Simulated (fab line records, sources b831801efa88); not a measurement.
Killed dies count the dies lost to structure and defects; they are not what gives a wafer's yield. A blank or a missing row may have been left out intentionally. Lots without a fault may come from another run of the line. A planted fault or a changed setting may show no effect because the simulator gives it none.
What tool caused it? / flow sky130 / 11 lots, 33 wafers sampled, at 3 steps of a route of 708

## WHAT THE GAUGES READ, wafer by wafer
SKY_METAL3_CD_MEAS_13 targets a cd of 300 nm.
lot=L195; measured=day 38 05:49; on=cdSem-01; cdNm (nm)=301.8 301.3 299.4
lot=L197; measured=day 38 22:17; on=cdSem-01; cdNm (nm)=299.4 300.0 300.0
lot=L198; measured=day 39 02:48; on=cdSem-02; cdNm (nm)=297.8 298.3 297.4
lot=L201; measured=day 40 03:53; on=cdSem-02; cdNm (nm)=295.5 297.5 296.1
lot=L206; measured=day 42 10:01; on=cdSem-01; cdNm (nm)=308.6 309.2 308.9
lot=L207; measured=day 42 19:42; on=cdSem-01; cdNm (nm)=308.5 308.5 307.4
lot=L208; measured=day 42 23:33; on=cdSem-01; cdNm (nm)=306.6 306.7 306.1
lot=L209; measured=day 42 23:51; on=cdSem-01; cdNm (nm)=303.9 304.4 303.8
lot=L211; measured=day 43 07:31; on=cdSem-02; cdNm (nm)=302.6 303.0 302.6
lot=L212; measured=day 43 16:01; on=cdSem-02; cdNm (nm)=298.8 298.5 298.1
lot=L218; measured=day 44 23:01; on=cdSem-02; cdNm (nm)=300.0 300.4 301.0

## TOOL THAT RAN EACH LOT (tool first, then ch and the chambers of the sampled wafers, then the start)
lot=L195; SKY_METAL3_SPUTTER_03=pvdSputter-04, day 36 01:46; SKY_METAL3_EXPOSE_10=krfScanner-02 ch 0, day 37 17:30
lot=L197; SKY_METAL3_SPUTTER_03=pvdSputter-01, day 36 18:44; SKY_METAL3_EXPOSE_10=krfScanner-01 ch 0, day 38 09:16
lot=L198; SKY_METAL3_SPUTTER_03=pvdSputter-02, day 36 22:55; SKY_METAL3_EXPOSE_10=krfScanner-01 ch 0, day 38 14:21
lot=L201; SKY_METAL3_SPUTTER_03=pvdSputter-02, day 38 01:22; SKY_METAL3_EXPOSE_10=krfScanner-02 ch 0, day 39 15:37
lot=L206; SKY_METAL3_SPUTTER_03=pvdSputter-02, day 40 10:23; SKY_METAL3_EXPOSE_10=krfScanner-01 ch 0, day 41 22:40
lot=L207; SKY_METAL3_SPUTTER_03=pvdSputter-02, day 40 19:55; SKY_METAL3_EXPOSE_10=krfScanner-01 ch 0, day 42 07:47
lot=L208; SKY_METAL3_SPUTTER_03=pvdSputter-01, day 40 23:16; SKY_METAL3_EXPOSE_10=krfScanner-01 ch 0, day 42 11:09
lot=L209; SKY_METAL3_SPUTTER_03=pvdSputter-01, day 40 23:34; SKY_METAL3_EXPOSE_10=krfScanner-01 ch 0, day 42 11:40
lot=L211; SKY_METAL3_SPUTTER_03=pvdSputter-01, day 41 07:25; SKY_METAL3_EXPOSE_10=krfScanner-02 ch 0, day 42 19:56
lot=L212; SKY_METAL3_SPUTTER_03=pvdSputter-04, day 41 15:03; SKY_METAL3_EXPOSE_10=krfScanner-02 ch 0, day 43 04:58
lot=L218; SKY_METAL3_SPUTTER_03=pvdSputter-02, day 43 01:16; SKY_METAL3_EXPOSE_10=krfScanner-02 ch 0, day 44 12:06
- SKY_METAL3_SPUTTER_03: material Ti, target thk 5 nm, time 3.3 s.
- SKY_METAL3_EXPOSE_10: exposes mask MM3, target cd 300 nm.

## WHAT THE TOOLS THEMSELVES READ (means of the sampled wafers that have a number; where no wafer has one, the mark that the record gives instead)
SKY_METAL3_SPUTTER_03.
lot=L195; tool=pvdSputter-04; throttleValvePct (%)=30.3
lot=L197; tool=pvdSputter-01; throttleValvePct (%)=29.1
lot=L198; tool=pvdSputter-02; throttleValvePct (%)=29.3
lot=L201; tool=pvdSputter-02; throttleValvePct (%)=28.9
lot=L206; tool=pvdSputter-02; throttleValvePct (%)=29.3
lot=L207; tool=pvdSputter-02; throttleValvePct (%)=29.7
lot=L208; tool=pvdSputter-01; throttleValvePct (%)=29.8
lot=L209; tool=pvdSputter-01; throttleValvePct (%)=29.0
lot=L211; tool=pvdSputter-01; throttleValvePct (%)=30.0
lot=L212; tool=pvdSputter-04; throttleValvePct (%)=29.9
lot=L218; tool=pvdSputter-02; throttleValvePct (%)=28.5

SKY_METAL3_EXPOSE_10.
lot=L195; tool=krfScanner-02; exposureDoseMJCm2=28.01; reticleTempC (C)=23.11
lot=L197; tool=krfScanner-01; exposureDoseMJCm2=27.91; reticleTempC (C)=23.04
lot=L198; tool=krfScanner-01; exposureDoseMJCm2=27.94; reticleTempC (C)=23.12
lot=L201; tool=krfScanner-02; exposureDoseMJCm2=27.98; reticleTempC (C)=23.06
lot=L206; tool=krfScanner-01; exposureDoseMJCm2=26.59; reticleTempC (C)=23.09
lot=L207; tool=krfScanner-01; exposureDoseMJCm2=26.63; reticleTempC (C)=22.82
lot=L208; tool=krfScanner-01; exposureDoseMJCm2=26.90; reticleTempC (C)=22.97
lot=L209; tool=krfScanner-01; exposureDoseMJCm2=26.88; reticleTempC (C)=23.05
lot=L211; tool=krfScanner-02; exposureDoseMJCm2=27.98; reticleTempC (C)=23.11
lot=L212; tool=krfScanner-02; exposureDoseMJCm2=28.03; reticleTempC (C)=22.95
lot=L218; tool=krfScanner-02; exposureDoseMJCm2=27.95; reticleTempC (C)=22.90

## THE ANSWER, worked out from the rows above alone
Rule: what is usual is taken from the lots themselves. Put in order of their means at a reading, lots are off if they are a third of the lots or fewer, leave a main group of 4 or more, and stand apart from it by a gap of 3 or more times the standard deviation of the main group's means; of several such gaps the widest counts. A main group is skipped when, at the precision printed for the reading in the tables above, its means are all equal. Also off: a lot with no number at a reading for which 4 or more lots have one. The other lots that the step has rows for count as sound. The gauges are gone through in route order, then the tools' own readings, and for those a lot's mean is taken as printed above. The first step at which some lot is off is used, and at that step the reading that is off furthest; a lot without a number counts as furthest.
No lot is off at any reading shown: from this, nothing can be told.

## WHAT THE SIMULATOR HAD INSERTED
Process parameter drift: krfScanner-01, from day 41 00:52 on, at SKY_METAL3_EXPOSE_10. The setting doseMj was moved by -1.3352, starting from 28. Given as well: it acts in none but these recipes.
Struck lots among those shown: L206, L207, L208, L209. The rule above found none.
